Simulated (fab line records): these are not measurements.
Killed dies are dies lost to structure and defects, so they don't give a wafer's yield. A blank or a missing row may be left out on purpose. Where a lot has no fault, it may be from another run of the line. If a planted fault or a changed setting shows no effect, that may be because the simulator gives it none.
The tool behind it: which one? ; flow sky130 ; 10 lots, 30 wafers sampled, at 7 steps of a route of 708

== WHAT EACH GAUGE READ, for each wafer ==
SKY_LDD_LDN_TW_MEAS_13. Usual: LDD_LDN_TW typically reads 1476, with standard deviation 17.
lot;measured;on;LDD_LDN_TW;flag
L252;day 23 23:11;filmMetro-01;1476 1475 1468;
L255;day 24 19:52;filmMetro-01;1476 1476 1476;
L259;day 27 00:19;filmMetro-02;1464 1472 1467;
L260;day 27 00:41;filmMetro-02;1466 1471 1464;
L261;day 27 06:28;filmMetro-01;1466 1468 1467;
L266;day 28 16:55;filmMetro-02;1467 1461 1468;
L267;day 29 06:34;filmMetro-02;1465 1479 1469;
L269;day 29 18:22;filmMetro-01;1465 1468 1468;
L270;day 29 20:14;filmMetro-02;1472 1466 1466;
L272;day 31 06:38;filmMetro-02;1466 1455 1460;

SKY_SD_P_TW_MEAS_11. Usual: SD_P_TW typically reads 2846, with standard deviation 34.
lot;measured;on;SD_P_TW;flag
L252;day 26 12:31;filmMetro-01;2796 2801 2794;
L255;day 27 09:05;filmMetro-04;2873 2860 2858;
L259;day 29 10:35;filmMetro-04;2869 2877 2869;
L260;day 29 12:38;filmMetro-04;2884 2871 2878;
L261;day 29 18:14;filmMetro-04;2851 2866 2859;
L266;day 31 03:11;filmMetro-03;2839 2837 2832;
L267;day 31 16:43;filmMetro-01;3002 3022 3011;OFF
L269;day 32 07:59;filmMetro-01;3025 3029 3013;OFF
L270;day 32 08:02;filmMetro-04;2888 2898 2882;
L272;day 33 16:58;filmMetro-04;2880 2892 2872;

SKY_SD_N_RS_MEAS_17: the measuring method here is four-point-probe. Usual: SD_P_RS typically reads 147.2 ohm/sq, with standard deviation 0.44.
lot;measured;on;SD_P_RS (ohm/sq);flag
L252;day 28 23:08;filmMetro-03;147.1 147.2 146.8;
L255;day 29 20:09;filmMetro-04;146.9 146.8 146.6;
L259;day 31 19:28;filmMetro-04;146.8 147.1 146.5;
L260;day 31 21:02;filmMetro-04;146.7 146.5 146.1;
L261;day 32 02:38;filmMetro-01;147.7 147.1 147.4;
L266;day 33 11:29;filmMetro-01;147.7 147.5 147.7;
L267;day 34 00:05;filmMetro-01;129.8 129.8 129.8;OFF
L269;day 34 15:05;filmMetro-03;129.3 129.2 129.1;OFF
L270;day 34 16:11;filmMetro-04;146.3 146.2 146.4;
L272;day 36 00:02;filmMetro-01;147.0 147.2 147.4;

== WHICH TOOL RAN EACH LOT (tool, then ch and the chambers of the sampled wafers, then the start) ==
lot;SKY_POLY_GATE_ETCH_15;SKY_SPACER_ETCHBACK_02;SKY_SD_P_IMPLANT_09;SKY_SD_P_STRIP_10
L252;rieDiel-03 ch 0,1,2, day 17 06:38;rieDiel-03 ch 0,1,3, day 24 00:37;implanter-01 ch 0, day 26 12:16;plasmaAsher-04 ch 0,1, day 26 12:25
L255;rieDiel-01 ch 0,2, day 18 05:44;rieDiel-03 ch 1,2,3, day 24 21:14;implanter-04 ch 0, day 27 08:51;plasmaAsher-01 ch 1, day 27 08:59
L259;rieDiel-01 ch 1,2,3, day 20 12:11;rieDiel-04 ch 0,1, day 27 01:41;implanter-04 ch 0, day 29 10:20;plasmaAsher-01 ch 1, day 29 10:29
L260;rieDiel-02 ch 0,2,3, day 20 13:20;rieDiel-03 ch 1,2,3, day 27 02:53;implanter-03 ch 0, day 29 12:23;plasmaAsher-01 ch 0,1, day 29 12:32
L261;rieDiel-02 ch 1,3, day 20 18:44;rieDiel-03 ch 0,1, day 27 07:49;implanter-01 ch 0, day 29 18:01;plasmaAsher-01 ch 0,1, day 29 18:08
L266;rieDiel-02 ch 0,2,3, day 22 08:05;rieDiel-01 ch 1,2,3, day 28 18:53;implanter-03 ch 0, day 31 02:56;plasmaAsher-03 ch 0,1, day 31 03:05
L267;rieDiel-02 ch 0,2,3, day 22 22:19;rieDiel-01 ch 0,2, day 29 07:56;implanter-01 ch 0, day 31 16:28;plasmaAsher-01 ch 0, day 31 16:37
L269;rieDiel-03 ch 0,1,2, day 23 10:08;rieDiel-01 ch 0,1,2, day 29 23:28;implanter-01 ch 0, day 32 07:44;plasmaAsher-01 ch 0,1, day 32 07:53
L270;rieDiel-01 ch 1,2,3, day 23 14:06;rieDiel-03 ch 0,2,3, day 29 23:29;implanter-04 ch 0, day 32 07:50;plasmaAsher-04 ch 0,1, day 32 07:57
L272;rieDiel-03 ch 0,3, day 25 03:50;rieDiel-03 ch 0,2,3, day 31 10:55;implanter-04 ch 0, day 33 16:45;plasmaAsher-03 ch 0,1, day 33 16:52
- SKY_POLY_GATE_ETCH_15: etches BARC in N2/H2, stops on SiO2, time 118.5 s, target depth 110 nm.
- SKY_SPACER_ETCHBACK_02: etches Si3N4 in CH3F/O2, stops on SiO2, time 46.7 s, target depth 45 nm.
- SKY_SD_P_IMPLANT_09
- SKY_SD_P_STRIP_10: strips in O2/N2.

== WHAT THE TOOLS THEMSELVES READ (means of the sampled wafers that have a number; where no wafer has one, the mark that the record gives instead) ==
SKY_POLY_GATE_ETCH_15. Usual: drypumpMotorCurrentA 5.6 A, standard deviation 0.47; oesProductAu 0.716 a.u., standard deviation 0.0045; throttleValvePct 13.212 %, standard deviation 0.0083.
lot;tool;drypumpMotorCurrentA (A);oesProductAu (a.u.);throttleValvePct (%);flag
L252;rieDiel-03;5.6;0.716;13.209;
L255;rieDiel-01;5.2;0.713;13.208;
L259;rieDiel-01;5.9;0.718;13.211;
L260;rieDiel-02;5.2;0.718;13.208;
L261;rieDiel-02;5.9;0.716;13.204;
L266;rieDiel-02;5.2;0.717;13.211;
L267;rieDiel-02;5.2;0.716;13.217;
L269;rieDiel-03;5.6;0.715;13.210;
L270;rieDiel-01;5.9;0.719;13.220;
L272;rieDiel-03;5.8;0.717;13.207;

SKY_SPACER_ETCHBACK_02. Usual: drypumpMotorCurrentA 5.5 A, standard deviation 0.37; oesProductAu 0.855 a.u., standard deviation 0.006; throttleValvePct 10.562 %, standard deviation 0.0093.
lot;tool;drypumpMotorCurrentA (A);oesProductAu (a.u.);throttleValvePct (%);flag
L252;rieDiel-03;5.7;0.851;10.554;
L255;rieDiel-03;5.6;0.853;10.559;
L259;rieDiel-04;5.3;0.859;10.565;
L260;rieDiel-03;5.6;0.858;10.557;
L261;rieDiel-03;5.5;0.850;10.555;
L266;rieDiel-01;6.0;0.849;10.575;
L267;rieDiel-01;5.2;0.849;10.553;
L269;rieDiel-01;5.6;0.854;10.563;
L270;rieDiel-03;5.7;0.859;10.564;
L272;rieDiel-03;5.7;0.852;10.559;

SKY_SD_P_IMPLANT_09. Usual: beamEnergyKeV at 19.999, with a standard deviation of 0.0068.
lot;tool;beamEnergyKeV;flag
L252;implanter-01;20.000;
L255;implanter-04;19.998;
L259;implanter-04;20.005;
L260;implanter-03;19.992;
L261;implanter-01;20.009;
L266;implanter-03;20.004;
L267;implanter-01;25.972;OFF
L269;implanter-01;25.970;OFF
L270;implanter-04;20.001;
L272;implanter-04;19.996;

SKY_SD_P_STRIP_10. Usual: drypumpMotorCurrentA 6.2 A, standard deviation 0.35; oesProductAu 0.618 a.u., standard deviation 0.0045; stripTimeToEndpointS 17.48 s, standard deviation 0.035.
lot;tool;drypumpMotorCurrentA (A);oesProductAu (a.u.);stripTimeToEndpointS (s);flag
L252;plasmaAsher-04;6.3;0.620;17.49;
L255;plasmaAsher-01;5.8;0.620;17.49;
L259;plasmaAsher-01;5.8;0.617;17.46;
L260;plasmaAsher-01;6.3;0.620;17.51;
L261;plasmaAsher-01;6.1;0.616;17.47;
L266;plasmaAsher-03;6.0;0.619;17.43;
L267;plasmaAsher-01;6.6;0.593;18.37;OFF
L269;plasmaAsher-01;6.1;0.598;18.38;OFF
L270;plasmaAsher-04;6.3;0.617;17.54;
L272;plasmaAsher-03;6.1;0.618;17.49;

== THE ANSWER, worked out from the rows above alone ==
Rule: lot off if the mean of its wafers having a number is beyond 3 standard deviations from the usual mean. A lot without any number at a reading at which 4 lots or more have one is off too. All remaining lots with rows at the step are treated as sound. After the gauges, taken in route order, come the tools' own readings; for these a lot's mean is taken, as printed above. The first step at which some lot is off is used, and at that step the reading that is off furthest; a lot without a number counts as furthest.
Off: at SKY_SD_P_TW_MEAS_11 (SD_P_TW), L267, L269.
If a tool, at a process step before that reading, ran all the lots that are off and no sound lot after the first of them, it fits. Not tried: the gauges at SKY_SD_P_TW_MEAS_11; whatever is off there is also off at SKY_SD_P_IMPLANT_09, on other tools, and gauge error can't account for it. Can't be told from this: 3 tools fit, rieDiel-01 at SKY_SPACER_ETCHBACK_02, implanter-01 at SKY_SD_P_IMPLANT_09, plasmaAsher-01 at SKY_SD_P_STRIP_10.

== WHAT WAS PUT IN BY THE SIMULATOR ==
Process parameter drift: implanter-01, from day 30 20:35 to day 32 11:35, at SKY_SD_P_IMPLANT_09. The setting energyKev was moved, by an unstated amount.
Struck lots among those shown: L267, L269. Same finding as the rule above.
